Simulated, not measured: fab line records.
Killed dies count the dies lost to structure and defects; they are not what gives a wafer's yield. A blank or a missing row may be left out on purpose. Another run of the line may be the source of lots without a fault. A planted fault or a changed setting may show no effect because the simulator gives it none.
fab line records	flow sfq_line
record: lots: 5	wafers: 23
route steps=325 shown M2@99 I2@104 M3@123 I3@133 M4@156
start_h: the number of hours between the record's first day and the start of the first shown wafer of the lot	wait_h: hours from the lot's prior step to this one	" repeats the value in the row above	L1.1+2: one row covering several wafers at once	- no value, or no start was given	* or withheld: withheld	< > ~ a bound
route shown NAME@n: names a module that has steps shown in the file, with the first one's number in the route	usual: the fault-free wafers' mean and standard deviation	same: alike in all rows	chamber/n: place in a boat	sites: per-site readings	_std_site: standard deviation of those values	_edge_site: outer sites' mean less inner sites'	radius_mm: for every site, how far away it sits from the centre of the wafer	mask NAME#n: copy n	behind: tool/chamber where the wafer was last shaped	hold: reason for holding the lot/hours on hold/outcome of the hold	device: transistor that didn't switch, given as n, p or np	end of line: the tests these same wafers got at the end of their route	for a step that has no rows: nothing shown but its recipe	killed: not the wafer's yield, but the dies lost to structure and defects at the first sort	map: a wafer's dies, x killed, . not, _ none there
set.NAME: the setting that was run; set.NAME@STEP: the one run at that earlier step	model.NAME: the simulator's own value behind a step, which no gauge read
lots whose settings were changed on purpose; a table a step, a row a wafer
== steps ==
step: SFQ_TRILAYER_M2_BARC_OPEN_METAL_ETCH_077
recipe: mask_material: PR	chemistry: O2	target_depth_nm: 125	target: BARC	icp_w: 600	bias_w: 80	pressure_mtorr: 10	time_s: 41.7
lot.wafer	tool	chamber	start_h	wait_h	set.bias_w	set.resist_thk_nm@TRILAYER_M2_LITHO_COAT_057	model.KrF_of_TRILAYER_M2_LITHO_COAT_057.thk_nm
L078.1	rie_metal-04	1	613.09	0.0	77.49	600	521.9
L078.2	"	0	"	"	80	600	523.5
L078.3	"	0	"	"	80	600	522.3
L078.5	"	1	"	"	80	600	521
L078.6	"	0	"	"	77.49	600	522
L080.3	rie_metal-04	1	647.09	0.0	80	600	525.3
L080.4	"	0	"	"	80	600	525.6
L080.5	"	1	"	"	80	600	523.7
L082.1	rie_metal-03	0	691.93	0.0	80	600	520.7
L082.2	"	1	"	"	80	583.2	503.4
L082.3	"	1	"	"	80	600	521.4
L082.5	"	0	"	"	80	583.2	506.2
L082.6	"	1	"	"	80	600	519.8
L083.1	rie_metal-01	0	700.71	0.0	80	600	526.4
L083.3	"	0	"	"	84.66	600	525
L083.4	"	1	"	"	80	600	523.5
L083.5	"	0	"	"	84.66	600	524.5
L083.6	"	1	"	"	84.66	600	523.4
L084.1	rie_metal-01	1	709.52	0.0	76.73	600	519.1
L084.2	"	0	"	"	76.73	631.3	554.2
L084.3	"	0	"	"	76.73	600	521
L084.4	"	1	"	"	80	631.3	551.6
L084.6	"	1	"	"	80	631.3	552.2
step: SFQ_TRILAYER_M2_ETCH_METAL_ETCH_060
recipe: target: Nb	stop_on: SiO2	mask_material: PR	chemistry: Cl2/Ar	target_depth_nm: 240	icp_w: 600	bias_w: 80	pressure_mtorr: 10	time_s: 118.4
lot.wafer	tool	chamber	start_h	wait_h	set.resist_thk_nm@TRILAYER_M2_LITHO_COAT_057	model.KrF_of_TRILAYER_M2_LITHO_COAT_057.thk_nm
L078.1	rie_metal-04	1	613.15	0.0	600	384.1
L078.2	"	0	"	"	600	385.6
L078.3	"	0	"	"	600	386.2
L078.5	"	1	"	"	600	383.4
L078.6	"	0	"	"	600	384.6
L080.3	rie_metal-04	1	647.17	0.1	600	384.2
L080.4	"	0	"	"	600	387.6
L080.5	"	1	"	"	600	384
L082.1	rie_metal-03	0	691.98	0.0	600	380.4
L082.2	"	1	"	"	583.2	361.8
L082.3	"	1	"	"	600	379.1
L082.5	"	0	"	"	583.2	365.1
L082.6	"	1	"	"	600	377.9
L083.1	rie_metal-01	0	700.77	0.0	600	387.9
L083.3+5	"	0	"	"	600	386.4
L083.4	"	1	"	"	600	382.1
L083.6	"	1	"	"	600	382.3
L084.1	rie_metal-01	1	709.58	0.0	600	377.7
L084.2	"	0	"	"	631.3	416.3
L084.3	"	0	"	"	600	383.7
L084.4	"	1	"	"	631.3	409.4
L084.6	"	1	"	"	631.3	411.2
step: SFQ_TRILAYER_I2_CMP_CMP_064
recipe: material: SiO2	down_force_psi: 3	platen_rpm: 60	pad_velocity_m_s: 0.94248
lot.wafer	tool	chamber	start_h	wait_h	set.leave_above_ref_nm	model.SiO2_of_TRILAYER_I2_DEP_PECVD_063.thk_nm
L078.2+3	cmp-01	2,1	615.38	1.3	207.4	208.2
L078.1	"	3	"	"	200	201.9
L078.5	"	2	617.38	3.2	200	200.8
L078.6	"	3	"	"	207.4	209.1
L080.3+4	cmp-02	0,1	648.60	0.5	200	200.7
L080.5	"	3	650.10	2.0	200	200
L082.1+2	cmp-02	3,0	693.48	0.5	200	201.1
L082.3	"	1	694.48	1.5	200	200.8
L082.6	"	2	"	"	200	201.9
L082.5	"	3	"	"	200	199.7
L083.1	cmp-01	1	701.75	0.0	207.1	207.1
L083.3	"	2	"	"	207.1	208
L083.4	"	3	"	"	200	200.7
L083.5	"	1	703.75	2.0	207.1	207
L083.6	"	2	"	"	200	200.5
L084.1+6	cmp-01	1,2	710.73	0.0	200	199.6
L084.4	"	2	"	"	200	198.1
L084.3	"	3	"	"	200	199.7
L084.2	"	0	"	"	200	198.5
step: SFQ_TRILAYER_I2_METRO_MEASURE_065
usual: thk_nm: 200.5/0.78
lot.wafer	tool	chamber	start_h	wait_h	set.leave_above_ref_nm@TRILAYER_I2_CMP_CMP_064	thk_nm
L078.1	film_metro-03	-	618.50	0.1	200	201.8
L078.2	"	-	"	"	207.4	208.2
L078.3	"	-	"	"	207.4	208.2
L078.5	"	-	"	"	200	200.8
L078.6	"	-	"	"	207.4	209.1
L080.3	film_metro-03	-	651.62	0.5	200	200.7
L080.4	"	-	"	"	200	200.7
L080.5	"	-	"	"	200	199.9
L082.1	film_metro-03	-	696.10	0.1	200	201.1
L082.2	"	-	"	"	200	201.1
L082.3	"	-	"	"	200	200.9
L082.5	"	-	"	"	200	199.7
L082.6	"	-	"	"	200	201.9
L083.1	film_metro-03	-	704.87	0.1	207.1	207.1
L083.3	"	-	"	"	207.1	208.1
L083.4	"	-	"	"	200	200.6
L083.5	"	-	"	"	207.1	206.9
L083.6	"	-	"	"	200	200.4
L084.1	film_metro-02	-	713.85	0.1	200	199.6
L084.2	"	-	"	"	200	198.5
L084.3	"	-	"	"	200	199.7
L084.4	"	-	"	"	200	198.1
L084.6	"	-	"	"	200	199.5
step: SFQ_TRILAYER_I2_VIA_LITHO_EXPOSE_068
recipe: mask_id: I2	na: 0.6	source_shape: conventional	sigma_outer: 0.65	target_cd_nm: 500	dose_mj: 21.3
lot.wafer	tool	chamber	start_h	wait_h	mask	set.dose_mj
L078.1+3	krf_scanner-01	0	784.22	-	I2#0	20.03
L078.2+5+6	"	0	"	"	I2#0	21.3
L080.3+4+5	krf_scanner-01	0	816.30	-	I2#0	21.3
L082.1+2+3+5+6	krf_scanner-01	0	862.02	-	I2#0	21.3
L083.1+3	krf_scanner-01	0	866.82	-	I2#0	21.3
L083.4+5+6	"	0	"	"	I2#0	19.94
L084.1+2+3+4+6	krf_scanner-01	0	871.62	-	I2#0	21.3
step: SFQ_TRILAYER_I2_VIA_LITHO_PEB_070
recipe: peb_temp_c: 115	peb_time_s: 60	resist: KrF
step: SFQ_TRILAYER_I2_VIA_LITHO_DEVELOP_069
recipe: time_s: 60	resist: KrF
step: SFQ_TRILAYER_I2_VIA_BARC_OPEN_VIA_ETCH_096
recipe: mask_material: PR	chemistry: O2	target_depth_nm: 125	target: BARC	source_w: 500	bias_w: 80	pressure_mtorr: 30	time_s: 41.7
lot.wafer	tool	chamber	start_h	wait_h	set.dose_mj@TRILAYER_I2_VIA_LITHO_EXPOSE_068	model.I2.cd_nm
L078.1	rie_diel-04	2	785.75	0.0	20.03	487.2
L078.2+5	"	1,2	"	"	21.3	498.5
L078.3	"	3	"	"	20.03	487.8
L078.6	"	3	"	"	21.3	498.4
L080.3	rie_diel-02	2	817.43	0.0	21.3	501.1
L080.4	"	2	"	"	21.3	500
L080.5	"	0	"	"	21.3	501
L082.1+2	rie_diel-02	1,0	863.56	0.0	21.3	501.5
L082.3	"	2	"	"	21.3	501
L082.5	"	3	"	"	21.3	503.6
L082.6	"	2	"	"	21.3	503.4
L083.1	rie_diel-01	1	868.36	0.0	21.3	500.3
L083.3	"	0	"	"	21.3	501.6
L083.4	"	2	"	"	19.94	491.8
L083.5	"	1	"	"	19.94	489.6
L083.6	"	0	"	"	19.94	491.4
L084.1	rie_diel-02	0	873.16	0.0	21.3	498.8
L084.2+6	"	1,0	"	"	21.3	498.9
L084.3	"	3	"	"	21.3	499.4
L084.4	"	2	"	"	21.3	499.1
step: SFQ_TRILAYER_I2_VIA_ETCH_VIA_ETCH_070
recipe: target: SiO2	stop_on: Nb	mask_material: PR	taper_deg: 20	chemistry: CHF3	target_depth_nm: 260	source_w: 500	bias_w: 80	pressure_mtorr: 30	time_s: withheld
lot.wafer	tool	chamber	start_h	wait_h	set.leave_above_ref_nm@TRILAYER_I2_CMP_CMP_064	set.dose_mj@TRILAYER_I2_VIA_LITHO_EXPOSE_068	model.I2.cd_nm	model.I2.feature_depth_nm
L078.1	rie_diel-04	2	785.79	0.0	200	20.03	487.2	201.9
L078.2	"	1	"	"	207.4	21.3	497.4	208.2
L078.3	"	3	"	"	207.4	20.03	487.4	208.2
L078.5	"	2	"	"	200	21.3	497.1	200.8
L078.6	"	3	"	"	207.4	21.3	497.9	209.1
L080.3	rie_diel-02	2	817.47	0.0	200	21.3	497.9	200.7
L080.4	"	2	"	"	200	21.3	497.6	200.7
L080.5	"	0	"	"	200	21.3	500.7	200
L082.1+2	rie_diel-02	1,0	863.60	0.0	200	21.3	502.2	201.1
L082.3	"	2	"	"	200	21.3	499.7	200.8
L082.5	"	3	"	"	200	21.3	503.6	199.7
L082.6	"	2	"	"	200	21.3	501.4	201.9
L083.1	rie_diel-01	1	868.40	0.0	207.1	21.3	498.5	207.1
L083.3	"	0	"	"	207.1	21.3	501	208
L083.4	"	2	"	"	200	19.94	491.2	200.7
L083.5	"	1	"	"	207.1	19.94	488.5	207
L083.6	"	0	"	"	200	19.94	490.1	200.5
L084.1	rie_diel-02	0	873.20	0.0	200	21.3	497.1	199.6
L084.2	"	1	"	"	200	21.3	498.2	198.5
L084.3	"	3	"	"	200	21.3	497.5	199.7
L084.4	"	2	"	"	200	21.3	498.2	198.1
L084.6	"	0	"	"	200	21.3	499.4	199.6
step: SFQ_TRILAYER_M3_LITHO_COAT_075
recipe: resist: KrF	spin_rpm: 3000	resist_thk_nm: 600
lot.wafer	tool	chamber	start_h	wait_h	set.spin_rpm	model.KrF_of_TRILAYER_M3_LITHO_COAT_075.thk_nm
L078.1	litho_track-03	0	787.28	0.2	3000	599.1
L078.2	"	0	"	"	3089	590.4
L078.3	"	0	"	"	3089	590.2
L078.5	"	0	"	"	3000	598.4
L078.6	"	0	"	"	3000	597.1
L080.3	litho_track-04	0	819.06	0.2	3000	599
L080.4	"	0	"	"	3000	599.2
L080.5	"	0	"	"	3000	600.2
L082.1	litho_track-04	0	865.30	0.2	3000	599.2
L082.2	"	0	"	"	2836	615.8
L082.3	"	0	"	"	2836	617.3
L082.5	"	0	"	"	3000	600.7
L082.6	"	0	"	"	3000	596.7
L083.1	litho_track-02	0	870.08	0.2	3081	593.2
L083.3	"	0	"	"	3000	600.5
L083.4	"	0	"	"	3000	601.7
L083.5	"	0	"	"	3000	599.3
L083.6	"	0	"	"	3081	591.7
L084.1	litho_track-03	0	874.68	0.2	3000	602.9
L084.2	"	0	"	"	3000	599.8
L084.3	"	0	"	"	3000	600.4
L084.4	"	0	"	"	3000	600
L084.6	"	0	"	"	3000	602
step: SFQ_TRILAYER_M3_BARC_OPEN_METAL_ETCH_100
recipe: mask_material: PR	chemistry: O2	target_depth_nm: 125	target: BARC	icp_w: 600	bias_w: 80	pressure_mtorr: 10	time_s: 41.7
lot.wafer	tool	chamber	start_h	wait_h	set.time_s	set.spin_rpm@TRILAYER_M3_LITHO_COAT_075	model.KrF_of_TRILAYER_M3_LITHO_COAT_075.thk_nm
L078.1	rie_metal-03	1	789.39	0.0	46.03	3000	515.9
L078.2	"	0	"	"	41.7	3089	512.4
L078.3	"	1	"	"	46.03	3089	507
L078.5	"	0	"	"	46.03	3000	515
L078.6	"	1	"	"	41.7	3000	519
L080.3	rie_metal-02	0	821.09	0.0	41.7	3000	521.8
L080.4	"	1	"	"	41.7	3000	520.9
L080.5	"	0	"	"	41.7	3000	523.2
L082.1	rie_metal-02	1	884.84	0.0	41.7	3000	520.6
L082.2	"	0	"	"	41.7	2836	538.6
L082.3	"	0	"	"	41.7	2836	540
L082.5	"	0	"	"	46.47	3000	517.8
L082.6	"	1	"	"	46.47	3000	512
L083.1	rie_metal-03	1	886.04	0.0	44.47	3081	512.1
L083.3	"	1	"	"	41.7	3000	523.1
L083.4	"	1	"	"	41.7	3000	524.1
L083.5	"	1	"	"	44.47	3000	518
L083.6	"	1	"	"	44.47	3081	511.1
L084.1	rie_metal-02	0	887.24	0.0	43.74	3000	523.2
L084.2	"	1	"	"	41.7	3000	521.4
L084.3	"	1	"	"	43.74	3000	519.8
L084.4	"	0	"	"	41.7	3000	522.8
L084.6	"	0	"	"	43.74	3000	522.6
step: SFQ_TRILAYER_M3_ETCH_METAL_ETCH_078
recipe: target: Nb	stop_on: SiO2	mask_material: PR	chemistry: Cl2/Ar	target_depth_nm: 240	icp_w: 600	bias_w: 80	pressure_mtorr: 10	time_s: 120
lot.wafer	tool	chamber	start_h	wait_h	set.spin_rpm@TRILAYER_M3_LITHO_COAT_075	model.KrF_of_TRILAYER_M3_LITHO_COAT_075.thk_nm
L078.1	rie_metal-03	1	789.45	0.0	3000	371.8
L078.2	"	0	"	"	3089	368.7
L078.3	"	1	"	"	3089	363.7
L078.5	"	0	"	"	3000	371.4
L078.6	"	1	"	"	3000	376
L080.3	rie_metal-02	0	821.17	0.1	3000	379.6
L080.4	"	1	"	"	3000	377.6
L080.5	"	0	"	"	3000	380.8
L082.1	rie_metal-02	1	884.90	0.0	3000	377.2
L082.2	"	0	"	"	2836	399.1
L082.3	"	0	"	"	2836	401.9
L082.5	"	0	"	"	3000	378.1
L082.6	"	1	"	"	3000	369
L083.1	rie_metal-03	1	886.16	0.1	3081	369
L083.3	"	1	"	"	3000	379.3
L083.4	"	1	"	"	3000	381
L083.5	"	1	"	"	3000	374.2
L083.6	"	1	"	"	3081	366.6
L084.1	rie_metal-02	0	887.30	0.0	3000	382.3
L084.2	"	1	"	"	3000	376.4
L084.3	"	1	"	"	3000	375.7
L084.4	"	0	"	"	3000	382.5
L084.6	"	0	"	"	3000	381.3
step: SFQ_TRILAYER_I3_DEP_PECVD_081
recipe: material: SiO2	temp_c: 150	time_s: 111.11	pressure_torr: 2.4	rf_w: 183.3	precursor: SiH4/N2O	target_thk_nm: 500
lot.wafer	tool	chamber	start_h	wait_h	set.time_s	model.SiO2_of_TRILAYER_I3_DEP_PECVD_081.thk_nm
L078.1	pecvd-01	1	790.35	0.0	124.4	562.3
L078.2	"	2	"	"	124.4	561
L078.3	"	0	"	"	111.11	494.3
L078.5	"	1	"	"	124.4	566.9
L078.6	"	2	"	"	111.11	510.2
L080.3	pecvd-04	0	822.07	0.0	111.11	503.5
L080.4	"	1	"	"	111.11	496.7
L080.5	"	0	"	"	111.11	506
L082.1	pecvd-01	2	885.80	0.0	111.11	500.5
L082.2	"	0	"	"	111.11	488.7
L082.3	"	1	"	"	104.9	469.3
L082.5	"	2	"	"	111.11	503.5
L082.6	"	0	"	"	104.9	468.8
L083.1	pecvd-02	1	887.78	0.0	111.11	488.2
L083.3	"	0	"	"	111.11	486.1
L083.4	"	0	"	"	111.11	500.9
L083.5	"	2	"	"	111.11	493.1
L083.6	"	1	"	"	111.11	490.1
L084.1	pecvd-04	1	888.20	0.0	111.11	507.9
L084.2	"	2	"	"	111.11	508.9
L084.3	"	0	"	"	125.5	570
L084.4	"	1	"	"	125.5	574.8
L084.6	"	0	"	"	125.5	580.4
step: SFQ_TRILAYER_I3_CMP_CMP_082
recipe: material: SiO2	down_force_psi: 3	platen_rpm: 60	pad_velocity_m_s: 0.94248
usual: time_to_endpoint_s: 218/6.8
lot.wafer	tool	chamber	start_h	wait_h	set.time_s@TRILAYER_I3_DEP_PECVD_081	time_to_endpoint_s
L078.2	cmp-02	1	790.43	0.0	124.4	265
L078.3	"	3	791.43	1.0	111.11	218
L078.1	"	0	"	"	124.4	260
L078.5	"	1	"	"	124.4	276
L078.6	"	2	"	"	111.11	226
L080.4	cmp-01	0	822.65	0.5	111.11	206
L080.3	"	2	823.65	1.5	111.11	217
L080.5	"	0	824.65	2.5	111.11	215
L082.2	cmp-02	1	903.58	17.7	111.11	212
L082.3	"	3	904.58	18.7	104.9	199
L082.1	"	0	"	"	111.11	214
L082.5	"	1	"	"	111.11	222
L082.6	"	2	"	"	104.9	194
L083.3	cmp-02	3	906.58	18.8	111.11	207
L083.4	"	0	"	"	111.11	214
L083.1	"	1	"	"	111.11	212
L083.5	"	3	908.58	20.7	111.11	216
L083.6	"	0	"	"	111.11	208
L084.1	cmp-01	3	907.39	19.2	111.11	221
L084.3	"	0	"	"	125.5	263
L084.2	"	1	"	"	111.11	225
L084.4	"	2	"	"	125.5	264
L084.6	"	0	909.89	21.6	125.5	271
step: SFQ_TRILAYER_I3_VIA_LITHO_PEB_088
recipe: peb_temp_c: 115	peb_time_s: 60	resist: KrF
lot.wafer	tool	chamber	start_h	wait_h	set.peb_time_s
L078.1+3+6	litho_track-01	0	933.45	1.0	60
L078.2+5	"	0	"	"	51.96
L080.3+4+5	litho_track-02	0	961.50	0.7	60
L082.1+2+6	litho_track-03	0	1037.08	1.0	64.6
L082.3+5	"	0	"	"	60
L083.1+3+4+5+6	litho_track-03	0	1040.68	1.0	60
L084.1+3	litho_track-01	0	1041.88	1.0	60
L084.2+4+6	"	0	"	"	55.12
step: SFQ_TRILAYER_I3_VIA_LITHO_DEVELOP_087
recipe: time_s: 60	resist: KrF
step: SFQ_TRILAYER_I3_VIA_BARC_OPEN_VIA_ETCH_121
recipe: mask_material: PR	chemistry: O2	target_depth_nm: 125	target: BARC	source_w: 500	bias_w: 80	pressure_mtorr: 30	time_s: 41.7
lot.wafer	tool	chamber	start_h	wait_h	set.peb_time_s@TRILAYER_I3_VIA_LITHO_PEB_088	model.I3.cd_nm
L078.1	rie_diel-04	2	933.78	0.0	60	500
L078.2	"	1	"	"	51.96	477.7
L078.3	"	3	"	"	60	500.1
L078.5	"	1	"	"	51.96	478.8
L078.6	"	0	"	"	60	499.6
L080.3	rie_diel-01	0	961.78	0.0	60	499.6
L080.4	"	2	"	"	60	499.9
L080.5	"	0	"	"	60	499.3
L082.1	rie_diel-04	1	1037.42	0.0	64.6	510.8
L082.2+6	"	3,0	"	"	64.6	511.3
L082.3	"	0	"	"	60	502
L082.5	"	3	"	"	60	500
L083.1+6	rie_diel-04	2,1	1041.02	0.0	60	499.8
L083.3	"	0	"	"	60	499.2
L083.4	"	1	"	"	60	501.1
L083.5	"	0	"	"	60	500
L084.1	rie_diel-01	1	1042.22	0.0	60	500.3
L084.2+6	"	0,3	"	"	55.12	487.3
L084.3	"	2	"	"	60	498.7
L084.4	"	3	"	"	55.12	487.1
step: SFQ_TRILAYER_M4_LITHO_PEB_096
recipe: peb_temp_c: 115	peb_time_s: 60	resist: KrF
lot.wafer	tool	chamber	start_h	wait_h	set.peb_temp_c
L078.1+2+3+5+6	litho_track-04	0	1070.68	1.0	115
L080.3+4+5	litho_track-03	0	1092.45	0.7	115
L082.1+2+3+5+6	litho_track-03	0	1162.25	1.0	115
L083.1+4+6	litho_track-03	0	1165.85	1.0	115
L083.3+5	"	0	"	"	116
L084.1+4	litho_track-04	0	1167.05	1.0	115
L084.2+3+6	"	0	"	"	116.7
step: SFQ_TRILAYER_M4_LITHO_DEVELOP_095
recipe: time_s: 60	resist: KrF
step: SFQ_TRILAYER_M4_BARC_OPEN_METAL_ETCH_123
recipe: mask_material: PR	chemistry: O2	target_depth_nm: 125	target: BARC	icp_w: 600	bias_w: 78.85	pressure_mtorr: 10	time_s: 41.7
lot.wafer	tool	chamber	start_h	wait_h	set.peb_temp_c@TRILAYER_M4_LITHO_PEB_096	model.M4.cd_nm
L078.1	rie_metal-01	1	1071.02	0.0	115	498.9
L078.2	"	0	"	"	115	501.5
L078.3	"	0	"	"	115	499.4
L078.5	"	1	"	"	115	500.4
L078.6	"	0	"	"	115	499.3
L080.3	rie_metal-03	1	1092.76	0.0	115	498
L080.4	"	0	"	"	115	499.9
L080.5	"	1	"	"	115	499.7
L082.1	rie_metal-03	0	1162.59	0.0	115	498.2
L082.2+6	"	1,0	"	"	115	497.8
L082.3	"	1	"	"	115	498.4
L082.5	"	1	"	"	115	497.6
L083.1	rie_metal-03	1	1166.19	0.0	115	500.7
L083.3	"	0	"	"	116	482.5
L083.4	"	1	"	"	115	498.2
L083.5	"	0	"	"	116	483.8
L083.6	"	1	"	"	115	499.6
L084.1	rie_metal-01	1	1167.39	0.0	115	500.6
L084.2	"	1	"	"	116.7	471.2
L084.3	"	1	"	"	116.7	470.9
L084.4	"	1	"	"	115	499
L084.6	"	1	"	"	116.7	470.1
step: SFQ_TRILAYER_M4_ETCH_METAL_ETCH_096
recipe: target: Nb	stop_on: SiO2	mask_material: PR	chemistry: Cl2/Ar	target_depth_nm: 240	icp_w: 600	bias_w: 80	pressure_mtorr: 10	time_s: 120
lot.wafer	tool	chamber	start_h	wait_h	set.peb_temp_c@TRILAYER_M4_LITHO_PEB_096	model.M4.cd_nm
L078.1+5	rie_metal-01	1	1071.08	0.0	115	499.2
L078.2	"	0	"	"	115	500.6
L078.3	"	0	"	"	115	498.3
L078.6	"	0	"	"	115	497.4
L080.3	rie_metal-03	1	1092.84	0.1	115	497.6
L080.4	"	0	"	"	115	499.7
L080.5	"	1	"	"	115	499.8
L082.1	rie_metal-03	0	1162.65	0.0	115	497.3
L082.2	"	1	"	"	115	498.2
L082.3	"	1	"	"	115	498
L082.5	"	1	"	"	115	497.5
L082.6	"	0	"	"	115	497.7
L083.1	rie_metal-03	1	1166.25	0.0	115	502.2
L083.3	"	0	"	"	116	482.8
L083.4	"	1	"	"	115	499.7
L083.5	"	0	"	"	116	484.8
L083.6	"	1	"	"	115	501.7
L084.1	rie_metal-01	1	1167.51	0.1	115	502.6
L084.2+3	"	1	"	"	116.7	472.2
L084.4	"	1	"	"	115	500.6
L084.6	"	1	"	"	116.7	470.7
== key ==
split: step: SFQ_TRILAYER_M2_BARC_OPEN_METAL_ETCH_077	setting: bias_w	stated: 80	by: wafer
response none clear
split: step: SFQ_TRILAYER_I2_CMP_CMP_064	setting: leave_above_ref_nm	stated: 200	by: wafer
response: step: SFQ_TRILAYER_I2_CMP_CMP_064	reading: model.SiO2_of_TRILAYER_I2_DEP_PECVD_063.thk_nm	change: +1.92	per: 1%	r: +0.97
response: step: SFQ_TRILAYER_I2_METRO_MEASURE_065	reading: thk_nm	change: +1.93	per: 1%	r: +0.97
response: step: SFQ_TRILAYER_I2_VIA_ETCH_VIA_ETCH_070	reading: model.I2.feature_depth_nm	change: +1.92	per: 1%	r: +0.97
split: step: SFQ_TRILAYER_I2_VIA_LITHO_EXPOSE_068	setting: dose_mj	stated: 21.3	by: wafer
response: step: SFQ_TRILAYER_I2_VIA_BARC_OPEN_VIA_ETCH_096	reading: model.I2.cd_nm	change: +1.69	per: 1%	r: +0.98
response: step: SFQ_TRILAYER_I2_VIA_ETCH_VIA_ETCH_070	reading: model.I2.cd_nm	change: +1.61	per: 1%	r: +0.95
split: step: SFQ_TRILAYER_M3_LITHO_COAT_075	setting: spin_rpm	stated: 3000	by: wafer
response: step: SFQ_TRILAYER_M3_LITHO_COAT_075	reading: model.KrF_of_TRILAYER_M3_LITHO_COAT_075.thk_nm	change: -3.08	per: 1%	r: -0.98
response: step: SFQ_TRILAYER_M3_BARC_OPEN_METAL_ETCH_100	reading: model.KrF_of_TRILAYER_M3_LITHO_COAT_075.thk_nm	change: -3.71	per: 1%	r: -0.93
response: step: SFQ_TRILAYER_M3_ETCH_METAL_ETCH_078	reading: model.KrF_of_TRILAYER_M3_LITHO_COAT_075.thk_nm	change: -4.11	per: 1%	r: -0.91
split: step: SFQ_TRILAYER_M3_BARC_OPEN_METAL_ETCH_100	setting: time_s	stated: 41.7	by: wafer
response none clear
split: step: SFQ_TRILAYER_I3_DEP_PECVD_081	setting: time_s	stated: 111.11	by: wafer
response: step: SFQ_TRILAYER_I3_DEP_PECVD_081	reading: model.SiO2_of_TRILAYER_I3_DEP_PECVD_081.thk_nm	change: +5.13	per: 1%	r: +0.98
response: step: SFQ_TRILAYER_I3_CMP_CMP_082	reading: time_to_endpoint_s	change: *	per: 1%	r: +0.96
split: step: SFQ_TRILAYER_I3_VIA_LITHO_PEB_088	setting: peb_time_s	stated: 60	by: wafer
response: step: SFQ_TRILAYER_I3_VIA_BARC_OPEN_VIA_ETCH_121	reading: model.I3.cd_nm	change: +1.53	per: 1%	r: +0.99
split: step: SFQ_TRILAYER_M4_LITHO_PEB_096	setting: peb_temp_c	stated: 115	by: wafer
response: step: SFQ_TRILAYER_M4_BARC_OPEN_METAL_ETCH_123	reading: model.M4.cd_nm	change: -19.4	per: 1%	r: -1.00
response: step: SFQ_TRILAYER_M4_ETCH_METAL_ETCH_096	reading: model.M4.cd_nm	change: -20.2	per: 1%	r: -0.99
split outside_this_file step=SFQ_TRILAYER_M2_LITHO_COAT_057 setting=resist_thk_nm
split outside_this_file: this setting was split too, and the file shows its column; the key of that split is in another file
